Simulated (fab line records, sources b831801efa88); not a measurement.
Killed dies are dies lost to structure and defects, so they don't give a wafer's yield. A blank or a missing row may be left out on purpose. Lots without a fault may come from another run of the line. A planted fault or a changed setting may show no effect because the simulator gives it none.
fab line records | flow gf180mcu
record lots=11 wafers=33 last_day=34
route steps=602 shown NSD@239 V1@340
lots that met no fault: from a run of the same line without faults
start_h: hours from the record's first day to the start of the lot's first wafer shown | wait_h: hours since the lot's step before | " the same as in the row above | L1.1+2: a row that stands for several wafers | - no value, or no start given | * or withheld: withheld | < > ~ a bound
route shown NAME@n: a module of which the file shows steps, and the number in the route of the first | usual: mean/standard deviation of fault-free wafers | same: alike in all rows | chamber/n: place in a boat | sites: the reading at each site | _std_site: their standard deviation | _edge_site: outer sites' mean less inner sites' | radius_mm: how far each site lies from the wafer's centre | mask NAME#n: copy n | behind: the tool/chamber that last shaped the wafer | hold: why the lot was held/for how many hours/how that ended | device: the transistor (n, p or np) that didn't switch | end of line: the same wafers' tests at the end of the route | a step without rows: its recipe alone | killed: dies lost to structure and defects at the first sort, not the wafer's yield | map: a wafer's dies, x killed, . not, _ none there
set.NAME: the setting as run; set.NAME@STEP: as run at that earlier step | model.NAME: the simulator's own value behind a step, which no gauge read
steps of the route over a sample of lots; a table a step, a row a wafer
services: from which hour (start_h, from the record's first day; less than 0 if before it) a tool's chamber was out of use, for how many hours, and why
## steps
# step GF_NSD_EXPOSE_04
# recipe mask_id=Nplus target_cd_nm=400 na=0.6 source_shape=conventional sigma_outer=0.6 dose_mj=140
# columns lot.wafer tool chamber start_h wait_h mask
L461.3+4+5 iline_stepper-01 0 288.00 - Nplus#0
L462.1+2+4 iline_stepper-01 0 298.86 - Nplus#0
L463.1+3+4 iline_stepper-01 0 313.79 - Nplus#0
L464.1+2+4 iline_stepper-02 0 323.78 - Nplus#0
L465.3+4+5 iline_stepper-02 0 325.24 - Nplus#0
L473.1+2+4 iline_stepper-01 0 393.97 - Nplus#0
L475.3+4+5 iline_stepper-01 0 403.76 - Nplus#0
L476.2+4+6 iline_stepper-02 0 416.60 - Nplus#0
L479.1+5+6 iline_stepper-02 0 443.52 - Nplus#0
L480.1+2+5 iline_stepper-02 0 447.44 - Nplus#0
L482.3+4+6 iline_stepper-02 0 467.77 - Nplus#0
# step GF_NSD_OVL_MEAS_08
# usual NSD_OVL=0.6/1.5
# columns lot.wafer tool chamber start_h wait_h NSD_OVL[nm]
L461.3 overlay-01 - 297.97 0.1 -1.6
L461.4 " - " " -0.1
L461.5 " - " " -0.5
L462.1 overlay-01 - 309.18 0.1 0.1
L462.2 " - " " -0.7
L462.4 " - " " 0.9
L463.1 overlay-01 - 324.12 0.1 -0.1
L463.3 " - " " 0.2
L463.4 " - " " 0.9
L464.1 overlay-02 - 334.41 0.1 0.3
L464.2 " - " " 0.1
L464.4 " - " " -0.7
L465.3 overlay-02 - 335.78 0.1 2.0
L465.4 " - " " 1.2
L465.5 " - " " 2.3
L473.1 overlay-02 - 405.82 0.1 -94.2
L473.2 " - " " -93.2
L473.4 " - " " -93.4
L475.3 overlay-02 - 415.83 0.1 -94.0
L475.4 " - " " -93.1
L475.5 " - " " -94.0
L476.2 overlay-02 - 429.47 0.1 -1.6
L476.4 " - " " 1.4
L476.6 " - " " 0.5
L479.1 overlay-02 - 455.92 0.1 -1.3
L479.5 " - " " -1.1
L479.6 " - " " -1.3
L480.1 overlay-02 - 459.96 0.1 2.1
L480.2 " - " " 1.4
L480.5 " - " " 1.8
L482.3 overlay-02 - 480.17 0.1 0.6
L482.4 " - " " 2.5
L482.6 " - " " 0.4
# step GF_V1_BOW_MEAS_05
# recipe mode=bow
# usual V1_BOW=81/7.8
# columns lot.wafer tool chamber start_h wait_h V1_BOW[um]
L461.3 film_metro-02 - 391.39 0.3 79
L461.4 " - " " 75
L461.5 " - " " 82
L462.1 film_metro-01 - 403.46 0.1 74
L462.2 " - " " 75
L462.4 " - " " 72
L463.1 film_metro-04 - 421.32 0.1 79
L463.3 " - " " 93
L463.4 " - " " 82
L464.1 film_metro-04 - 435.98 0.1 83
L464.2 " - " " 74
L464.4 " - " " 90
L465.3 film_metro-02 - 437.40 0.2 81
L465.4 " - " " 72
L465.5 " - " " 73
L473.1 film_metro-01 - 509.07 0.2 87
L473.2 " - " " 103
L473.4 " - " " 86
L475.3 film_metro-01 - 518.38 0.2 71
L475.4 " - " " 85
L475.5 " - " " 67
L476.2 film_metro-04 - 532.06 0.1 91
L476.4 " - " " 78
L476.6 " - " " 88
L479.1 film_metro-01 - 555.36 0.1 89
L479.5 " - " " 87
L479.6 " - " " 86
L480.1 film_metro-01 - 558.51 0.1 80
L480.2 " - " " 84
L480.5 " - " " 79
L482.3 film_metro-02 - 578.11 0.3 76
L482.4 " - " " 91
L482.6 " - " " 75
# step GF_V1_ETCH_16
# recipe chemistry=N2/H2 target_depth_a=withheld overetch_a=withheld time_s=withheld target=BARC ion_energy_ev=200 source_w=500 bias_w=100 pressure_mtorr=30 n2_flow_sccm=100 h2_flow_sccm=200
# usual drypump_motor_current_A=5.7/0.45 oes_product_au=0.854/0.0051 throttle_valve_pct=13.224/0.0091
# columns lot.wafer tool chamber start_h wait_h drypump_motor_current_A oes_product_au throttle_valve_pct
L461.3 rie_diel-01 2 415.55 0.0 6.0 0.847 13.241
L461.4 " 0 " " 5.3 0.854 13.219
L461.5 " 2 " " 6.0 0.852 13.221
L462.1 rie_diel-01 0 428.00 0.0 5.3 0.851 13.226
L462.2 " 1 " " 5.4 0.857 13.241
L462.4 " 2 " " 6.0 0.845 13.214
L463.1 rie_diel-01 2 446.34 0.0 6.0 0.844 13.217
L463.3 " 0 " " 5.3 0.853 13.231
L463.4 " 1 " " 5.4 0.854 13.225
L464.1 rie_diel-01 1 460.95 0.0 5.4 0.865 13.243
L464.2 " 0 " " 5.3 0.856 13.223
L464.4 " 2 " " 6.0 0.863 13.220
L465.3 rie_diel-04 0 461.92 0.0 5.4 0.859 13.207
L465.4 " 1 " " 5.8 0.855 13.206
L465.5 " 1 " " 5.7 0.854 13.210
L473.1 rie_diel-02 2 532.34 0.0 6.4 0.851 13.225
L473.2 " 3 " " 4.8 0.857 13.221
L473.4 " 0 " " 5.5 0.854 13.234
L475.3 rie_diel-02 3 542.19 0.0 4.8 0.851 13.233
L475.4 " 2 " " 6.4 0.860 13.221
L475.5 " 1 " " 5.5 0.860 13.229
L476.2 rie_diel-04 0 555.19 0.0 5.4 0.847 13.215
L476.4 " 2 " " 5.8 0.856 13.227
L476.6 " 2 " " 5.8 0.853 13.217
L479.1 rie_diel-04 3 577.59 0.0 6.5 0.852 13.225
L479.5 " 3 " " 6.5 0.856 13.211
L479.6 " 2 " " 5.8 0.864 13.225
L480.1 rie_diel-02 2 580.94 0.0 6.4 0.867 13.204
L480.2 " 0 " " 5.5 0.863 13.233
L480.5 " 3 " " 4.8 0.851 13.242
L482.3 rie_diel-01 3 599.25 0.0 5.2 0.854 13.228
L482.4 " 0 " " 5.3 0.852 13.222
L482.6 " 1 " " 5.4 0.847 13.237
# step GF_V1_ETCH_17
# recipe chemistry=C4F8/O2/Ar mask_material=KrF target=SiO2 stop_on=TiN source_w=1500 bias_w=1200 pressure_mtorr=40 c4f8_flow_sccm=withheld O2_flow_sccm=6 Ar_flow_sccm=300 time_s=withheld target_depth_a=6300
# usual oes_product_au=0.857/0.0044
# columns lot.wafer tool chamber start_h wait_h oes_product_au
L461.3 rie_diel-01 2 - - 0.849
L461.4 " 0 " " 0.853
L461.5 " 2 " " 0.856
L462.1 rie_diel-01 0 - - 0.858
L462.2 " 1 " " 0.851
L462.4 " 2 " " 0.857
L463.1 rie_diel-01 2 - - 0.855
L463.3 " 0 " " 0.859
L463.4 " 1 " " 0.850
L464.1 rie_diel-01 1 - - 0.865
L464.2 " 0 " " 0.853
L464.4 " 2 " " 0.865
L465.3 rie_diel-04 0 - - 0.855
L465.4 " 1 " " 0.864
L465.5 " 1 " " 0.848
L473.1 rie_diel-02 2 - - 0.859
L473.2 " 3 " " 0.858
L473.4 " 0 " " 0.866
L475.3 rie_diel-02 3 - - 0.857
L475.4 " 2 " " 0.856
L475.5 " 1 " " 0.851
L476.2 rie_diel-04 0 - - 0.857
L476.4 " 2 " " 0.860
L476.6 " 2 " " 0.856
L479.1 rie_diel-04 3 - - 0.857
L479.5 " 3 " " 0.862
L479.6 " 2 " " 0.855
L480.1 rie_diel-02 2 - - 0.861
L480.2 " 0 " " 0.864
L480.5 " 3 " " 0.851
L482.3 rie_diel-01 3 - - 0.860
L482.4 " 0 " " 0.856
L482.6 " 1 " " 0.852
## services
# columns tool chamber start_h hours kind
rie_diel-04 1 267.87 10.5 repair
rie_diel-01 0 269.20 6.6 repair
rie_diel-01 1 276.11 5.1 repair
iline_stepper-02 - 276.20 1.7 pm
rie_diel-04 - 303.69 0.4 repair
rie_diel-04 2 310.39 18.6 repair
rie_diel-04 1 310.59 2.5 repair
rie_diel-01 0 313.49 5.0 repair
rie_diel-04 - 315.83 1.0 repair
rie_diel-04 - 342.23 1.5 repair
rie_diel-04 0 355.10 7.5 repair
rie_diel-02 3 394.79 9.0 repair
rie_diel-04 3 425.67 4.2 repair
rie_diel-04 1 476.57 2.8 repair
iline_stepper-02 - 494.33 1.7 pm
rie_diel-01 0 501.71 6.7 repair
rie_diel-04 1 504.86 13.2 repair
rie_diel-04 1 525.85 9.0 repair
rie_diel-04 3 529.66 1.5 repair
rie_diel-04 0 530.47 4.6 repair
rie_diel-01 - 547.72 15.6 pm
rie_diel-02 2 558.52 8.8 repair
rie_diel-01 - 564.14 2.4 repair
rie_diel-01 3 577.18 2.0 repair
## key
first_sign step=GF_NSD_OVL_MEAS_08 reading=NSD_OVL direction=down sigmas=64 usual=0.6 struck=-93.6
effect none on later readings
met_at GF_NSD_EXPOSE_04
struck_lots L473,L475
tester_left_out L473,L475
not_acting_at GF_V1_BOW_MEAS_05,GF_V1_ETCH_16,GF_V1_ETCH_17
onset_between 313.79 393.97
fault kind=scanner_matching_overlay tool=iline_stepper-01 chamber=- onset_h=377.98 steps=GF_NSD_EXPOSE_04 offset=-95.748
# tester_left_out: of these lots the tester's yield and bins aren't shown, on N5 and GAA mostly nor the transistor test; their killed dies are dies lost to structure and defects alone, not to doping, threshold or leakage, so they don't give the yield
